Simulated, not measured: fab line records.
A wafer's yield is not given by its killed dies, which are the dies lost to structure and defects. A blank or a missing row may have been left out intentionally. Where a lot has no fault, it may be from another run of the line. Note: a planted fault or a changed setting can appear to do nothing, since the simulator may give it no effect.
Which tool was responsible? || flow gf180mcu || 12 lots with 36 wafers sampled at 6 steps, on a route of 602 steps

## WHAT THE GAUGES READ, wafer by wafer
GF_HV_LDD_CD_MEAS_31 targets a cd of 400 nm.
{"lot": "L201", "measured": "day 12 01:16", "on": "cd sem-02", "cd nm (nm)": "402.3 401.2 402.3"}
{"lot": "L202", "measured": "day 12 08:41", "on": "cd sem-02", "cd nm (nm)": "400.9 401.7 402.0"}
{"lot": "L203", "measured": "day 12 22:40", "on": "cd sem-02", "cd nm (nm)": "401.1 402.4 402.8"}
{"lot": "L204", "measured": "day 13 01:50", "on": "cd sem-01", "cd nm (nm)": "400.0 399.4 399.9"}
{"lot": "L205", "measured": "day 13 06:15", "on": "cd sem-02", "cd nm (nm)": "399.3 398.0 398.2"}
{"lot": "L208", "measured": "day 14 04:09", "on": "cd sem-01", "cd nm (nm)": "398.5 397.4 396.9"}
{"lot": "L209", "measured": "day 14 10:10", "on": "cd sem-01", "cd nm (nm)": "397.1 394.1 393.1"}
{"lot": "L210", "measured": "day 14 22:08", "on": "cd sem-02", "cd nm (nm)": "397.5 394.7 396.4"}
{"lot": "L211", "measured": "day 15 03:02", "on": "cd sem-02", "cd nm (nm)": "399.8 400.3 400.7"}
{"lot": "L214", "measured": "day 16 01:44", "on": "cd sem-01", "cd nm (nm)": "395.2 397.0 394.3"}
{"lot": "L221", "measured": "day 18 16:41", "on": "cd sem-01", "cd nm (nm)": "401.5 400.9 401.0"}
{"lot": "L223", "measured": "day 19 02:14", "on": "cd sem-02", "cd nm (nm)": "397.1 400.0 398.6"}

GF_HV_LDD_TW_MEAS_38.
{"lot": "L201", "measured": "day 12 02:12", "on": "film metro-04", "HV_LDD_3_TW": "1431 1426 1430"}
{"lot": "L202", "measured": "day 12 09:33", "on": "film metro-04", "HV_LDD_3_TW": "1426 1431 1430"}
{"lot": "L203", "measured": "day 12 23:31", "on": "film metro-03", "HV_LDD_3_TW": "1425 1424 1426"}
{"lot": "L204", "measured": "day 13 02:41", "on": "film metro-03", "HV_LDD_3_TW": "1438 1438 1440"}
{"lot": "L205", "measured": "day 13 07:05", "on": "film metro-04", "HV_LDD_3_TW": "1442 1437 1436"}
{"lot": "L208", "measured": "day 14 04:59", "on": "film metro-04", "HV_LDD_3_TW": "1437 1431 1440"}
{"lot": "L209", "measured": "day 14 11:01", "on": "film metro-03", "HV_LDD_3_TW": "1437 1455 1444"}
{"lot": "L210", "measured": "day 14 22:59", "on": "film metro-03", "HV_LDD_3_TW": "1441 1449 1451"}
{"lot": "L211", "measured": "day 15 03:53", "on": "film metro-04", "HV_LDD_3_TW": "1443 1434 1437"}
{"lot": "L214", "measured": "day 16 02:35", "on": "film metro-04", "HV_LDD_3_TW": "1426 1438 1440"}
{"lot": "L221", "measured": "day 18 17:31", "on": "film metro-04", "HV_LDD_3_TW": "1414 1411 1405"}
{"lot": "L223", "measured": "day 19 03:07", "on": "film metro-03", "HV_LDD_3_TW": "1409 1404 1401"}

GF_HV_LDD_RS_MEAS_53: the measuring method here is four-point-probe.
{"lot": "L201", "measured": "day 12 21:48", "on": "film metro-04", "HV_LDD_RS (ohm/sq)": "418.5 419.6 418.3"}
{"lot": "L202", "measured": "day 13 06:11", "on": "film metro-04", "HV_LDD_RS (ohm/sq)": "417.7 417.2 418.6"}
{"lot": "L203", "measured": "day 13 19:50", "on": "film metro-03", "HV_LDD_RS (ohm/sq)": "419.0 418.4 419.2"}
{"lot": "L204", "measured": "day 13 23:25", "on": "film metro-04", "HV_LDD_RS (ohm/sq)": "419.7 418.5 419.4"}
{"lot": "L205", "measured": "day 14 03:50", "on": "film metro-04", "HV_LDD_RS (ohm/sq)": "417.6 418.0 419.0"}
{"lot": "L208", "measured": "day 15 02:35", "on": "film metro-04", "HV_LDD_RS (ohm/sq)": "417.8 417.6 417.6"}
{"lot": "L209", "measured": "day 15 08:27", "on": "film metro-03", "HV_LDD_RS (ohm/sq)": "417.3 419.0 417.9"}
{"lot": "L210", "measured": "day 15 21:07", "on": "film metro-03", "HV_LDD_RS (ohm/sq)": "416.4 417.0 416.3"}
{"lot": "L211", "measured": "day 16 02:17", "on": "film metro-04", "HV_LDD_RS (ohm/sq)": "417.9 417.8 417.8"}
{"lot": "L214", "measured": "day 17 01:10", "on": "film metro-03", "HV_LDD_RS (ohm/sq)": "417.8 417.0 418.7"}
{"lot": "L221", "measured": "day 19 18:29", "on": "film metro-03", "HV_LDD_RS (ohm/sq)": "422.8 422.6 422.4"}
{"lot": "L223", "measured": "day 20 04:23", "on": "film metro-03", "HV_LDD_RS (ohm/sq)": "423.1 422.7 423.1"}

GF_SAB_OVL_MEAS_10.
{"lot": "L201", "measured": "day 15 15:01", "on": "overlay-01", "SAB_OVL (nm)": "2.1 1.8 0.5"}
{"lot": "L202", "measured": "day 16 01:25", "on": "overlay-02", "SAB_OVL (nm)": "0.8 -0.9 -0.3"}
{"lot": "L203", "measured": "day 16 15:02", "on": "overlay-02", "SAB_OVL (nm)": "2.1 1.6 2.1"}
{"lot": "L204", "measured": "day 16 19:40", "on": "overlay-01", "SAB_OVL (nm)": "0.3 4.3 2.4"}
{"lot": "L205", "measured": "day 17 00:23", "on": "overlay-01", "SAB_OVL (nm)": "3.5 3.2 4.7"}
{"lot": "L208", "measured": "day 18 01:35", "on": "overlay-02", "SAB_OVL (nm)": "0.6 -0.1 2.8"}
{"lot": "L209", "measured": "day 18 07:46", "on": "overlay-02", "SAB_OVL (nm)": "2.1 0.3 0.5"}
{"lot": "L210", "measured": "day 18 22:22", "on": "overlay-01", "SAB_OVL (nm)": "0.7 1.8 0.9"}
{"lot": "L211", "measured": "day 19 04:40", "on": "overlay-01", "SAB_OVL (nm)": "2.0 0.5 2.1"}
{"lot": "L214", "measured": "day 20 05:19", "on": "overlay-02", "SAB_OVL (nm)": "1.0 3.2 1.9"}
{"lot": "L221", "measured": "day 22 22:28", "on": "overlay-02", "SAB_OVL (nm)": "-1.8 1.6 3.6"}
{"lot": "L223", "measured": "day 23 05:37", "on": "overlay-01", "SAB_OVL (nm)": "2.0 2.5 2.3"}

## EACH LOT AND THE TOOL THAT RAN IT (in order: tool; ch and the chambers of the sampled wafers; start)
{"lot": "L201", "GF_DUAL_GATE_STRIP_13": "plasma asher-01 ch 0,1, day 8 19:58", "GF_HV_LDD_IMPLANT_35": "implanter-03 ch 0, day 12 01:43"}
{"lot": "L202", "GF_DUAL_GATE_STRIP_13": "plasma asher-01 ch 0,1, day 9 00:28", "GF_HV_LDD_IMPLANT_35": "implanter-03 ch 0, day 12 09:09"}
{"lot": "L203", "GF_DUAL_GATE_STRIP_13": "plasma asher-01 ch 0,1, day 9 15:29", "GF_HV_LDD_IMPLANT_35": "implanter-03 ch 0, day 12 23:07"}
{"lot": "L204", "GF_DUAL_GATE_STRIP_13": "plasma asher-01 ch 0,1, day 9 16:08", "GF_HV_LDD_IMPLANT_35": "implanter-01 ch 0, day 13 02:17"}
{"lot": "L205", "GF_DUAL_GATE_STRIP_13": "plasma asher-01 ch 0,1, day 9 21:06", "GF_HV_LDD_IMPLANT_35": "implanter-03 ch 0, day 13 06:43"}
{"lot": "L208", "GF_DUAL_GATE_STRIP_13": "plasma asher-04 ch 0,1, day 10 17:09", "GF_HV_LDD_IMPLANT_35": "implanter-04 ch 0, day 14 04:37"}
{"lot": "L209", "GF_DUAL_GATE_STRIP_13": "plasma asher-04 ch 0,1, day 10 21:22", "GF_HV_LDD_IMPLANT_35": "implanter-01 ch 0, day 14 10:37"}
{"lot": "L210", "GF_DUAL_GATE_STRIP_13": "plasma asher-01 ch 0,1, day 11 08:22", "GF_HV_LDD_IMPLANT_35": "implanter-01 ch 0, day 14 22:35"}
{"lot": "L211", "GF_DUAL_GATE_STRIP_13": "plasma asher-01 ch 0,1, day 11 12:11", "GF_HV_LDD_IMPLANT_35": "implanter-04 ch 0, day 15 03:29"}
{"lot": "L214", "GF_DUAL_GATE_STRIP_13": "plasma asher-01 ch 0,1, day 12 08:31", "GF_HV_LDD_IMPLANT_35": "implanter-01 ch 0, day 16 02:11"}
{"lot": "L221", "GF_DUAL_GATE_STRIP_13": "plasma asher-04 ch 0,1, day 14 13:05", "GF_HV_LDD_IMPLANT_35": "implanter-01 ch 0, day 18 17:08"}
{"lot": "L223", "GF_DUAL_GATE_STRIP_13": "plasma asher-03 ch 0,1, day 15 02:09", "GF_HV_LDD_IMPLANT_35": "implanter-01 ch 0, day 19 02:41"}
- GF_DUAL_GATE_STRIP_13: strips in O2/N2.
- GF_HV_LDD_IMPLANT_35

## AS READ BY THE TOOLS THEMSELVES (means over the sampled wafers that have a number; for cases with no such wafer, the mark the record gives instead)
GF_DUAL_GATE_STRIP_13.
{"lot": "L201", "tool": "plasma asher-01", "chamber pressure mTorr (mTorr)": 1499.5, "drypump motor current A (A)": 5.3, "heater power w (W)": 335, "oes product au (a.u.)": 0.717, "strip time to endpoint s (s)": 12.65}
{"lot": "L202", "tool": "plasma asher-01", "chamber pressure mTorr (mTorr)": 1499.1, "drypump motor current A (A)": 5.5, "heater power w (W)": 348, "oes product au (a.u.)": 0.716, "strip time to endpoint s (s)": 12.60}
{"lot": "L203", "tool": "plasma asher-01", "chamber pressure mTorr (mTorr)": 1500.5, "drypump motor current A (A)": 5.3, "heater power w (W)": 342, "oes product au (a.u.)": 0.718, "strip time to endpoint s (s)": 12.66}
{"lot": "L204", "tool": "plasma asher-01", "chamber pressure mTorr (mTorr)": 1500.1, "drypump motor current A (A)": 5.5, "heater power w (W)": 353, "oes product au (a.u.)": 0.717, "strip time to endpoint s (s)": 12.65}
{"lot": "L205", "tool": "plasma asher-01", "chamber pressure mTorr (mTorr)": 1500.7, "drypump motor current A (A)": 5.5, "heater power w (W)": 350, "oes product au (a.u.)": 0.717, "strip time to endpoint s (s)": 12.64}
{"lot": "L208", "tool": "plasma asher-04", "chamber pressure mTorr (mTorr)": 1500.6, "drypump motor current A (A)": 5.4, "heater power w (W)": 361, "oes product au (a.u.)": 0.719, "strip time to endpoint s (s)": 12.65}
{"lot": "L209", "tool": "plasma asher-04", "chamber pressure mTorr (mTorr)": 1501.0, "drypump motor current A (A)": 5.4, "heater power w (W)": 371, "oes product au (a.u.)": 0.712, "strip time to endpoint s (s)": 12.65}
{"lot": "L210", "tool": "plasma asher-01", "chamber pressure mTorr (mTorr)": 1500.3, "drypump motor current A (A)": 5.5, "heater power w (W)": 352, "oes product au (a.u.)": 0.712, "strip time to endpoint s (s)": 12.67}
{"lot": "L211", "tool": "plasma asher-01", "chamber pressure mTorr (mTorr)": 1499.8, "drypump motor current A (A)": 5.4, "heater power w (W)": 351, "oes product au (a.u.)": 0.717, "strip time to endpoint s (s)": 12.67}
{"lot": "L214", "tool": "plasma asher-01", "chamber pressure mTorr (mTorr)": 1500.5, "drypump motor current A (A)": 5.5, "heater power w (W)": 356, "oes product au (a.u.)": 0.715, "strip time to endpoint s (s)": 12.64}
{"lot": "L221", "tool": "plasma asher-04", "chamber pressure mTorr (mTorr)": 1500.4, "drypump motor current A (A)": 5.4, "heater power w (W)": 365, "oes product au (a.u.)": 0.716, "strip time to endpoint s (s)": 12.63}
{"lot": "L223", "tool": "plasma asher-03", "chamber pressure mTorr (mTorr)": 1502.0, "drypump motor current A (A)": 4.8, "heater power w (W)": 328, "oes product au (a.u.)": 0.715, "strip time to endpoint s (s)": 12.59}

GF_HV_LDD_IMPLANT_35.
{"lot": "L201", "tool": "implanter-03", "dose ions cm2": 7.5e+12, "faraday current uA": 42.2}
{"lot": "L202", "tool": "implanter-03", "dose ions cm2": 7.5e+12, "faraday current uA": 42.6}
{"lot": "L203", "tool": "implanter-03", "dose ions cm2": 7.5e+12, "faraday current uA": 42.0}
{"lot": "L204", "tool": "implanter-01", "dose ions cm2": 7.5e+12, "faraday current uA": 41.6}
{"lot": "L205", "tool": "implanter-03", "dose ions cm2": 7.5e+12, "faraday current uA": 42.9}
{"lot": "L208", "tool": "implanter-04", "dose ions cm2": 7.5e+12, "faraday current uA": 42.6}
{"lot": "L209", "tool": "implanter-01", "dose ions cm2": 7.5e+12, "faraday current uA": 42.1}
{"lot": "L210", "tool": "implanter-01", "dose ions cm2": 7.5e+12, "faraday current uA": 41.9}
{"lot": "L211", "tool": "implanter-04", "dose ions cm2": 7.5e+12, "faraday current uA": 42.8}
{"lot": "L214", "tool": "implanter-01", "dose ions cm2": 7.5e+12, "faraday current uA": 41.7}
{"lot": "L221", "tool": "implanter-01", "dose ions cm2": 5.8e+12, "faraday current uA": 33.0}
{"lot": "L223", "tool": "implanter-01", "dose ions cm2": 5.8e+12, "faraday current uA": 31.9}

## THE ANSWER, worked out from the rows above alone
Rule: what is usual is taken from the lots themselves. Put in order of their means at a reading, lots are off if they are a third of the lots or fewer, leave a main group of 4 or more, and stand apart from it by a gap of 3 or more times the standard deviation of the main group's means; of several such gaps the widest counts. A main group whose means are all the same, to the digits that the tables above print for the reading, isn't used. Also off: a lot with no number at a reading for which 4 or more lots have one. Where the step has rows for the other lots, those lots are counted as sound. Order of review: gauges by route order, followed by the tools' own readings, for which a lot's mean as printed above is used. The first step at which some lot is off is used, and at that step the reading that is off furthest; a lot without a number counts as furthest.
Off: L221, L223, at GF_HV_LDD_RS_MEAS_53 (HV_LDD_RS). For the main group the mean is 418.1 ohm/sq and the standard deviation 0.71.
If a tool, at a process step before that reading, ran all the lots that are off and no sound lot after the first of them, it fits. The gauges at GF_HV_LDD_RS_MEAS_53 aren't tried: what is off there is off at GF_HV_LDD_IMPLANT_35 too, on other tools, and a gauge's error can't cause that. One candidate fits, namely implanter-01 at GF_HV_LDD_IMPLANT_35. A fault onset in the window from L214 (day 16 02:11, its last sound lot) to L221 (day 18 17:08, its first lot off) fits.
The tool's own readings at GF_HV_LDD_IMPLANT_35 bear it out: on the lots that are off they differ by more than 5 times the standard deviation of the sound lots' means. dose ions cm2 reads 5.8e+12 there against 7.5e+12 on the sound lots; faraday current uA reads 32.5 there against 42.2 on the sound lots.

## WHAT WAS PUT IN BY THE SIMULATOR
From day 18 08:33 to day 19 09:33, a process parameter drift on implanter-01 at GF_HV_LDD_IMPLANT_35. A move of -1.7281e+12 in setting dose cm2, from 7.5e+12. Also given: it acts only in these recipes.
Struck lots among those shown: L221, L223. The rule given above showed the same thing.
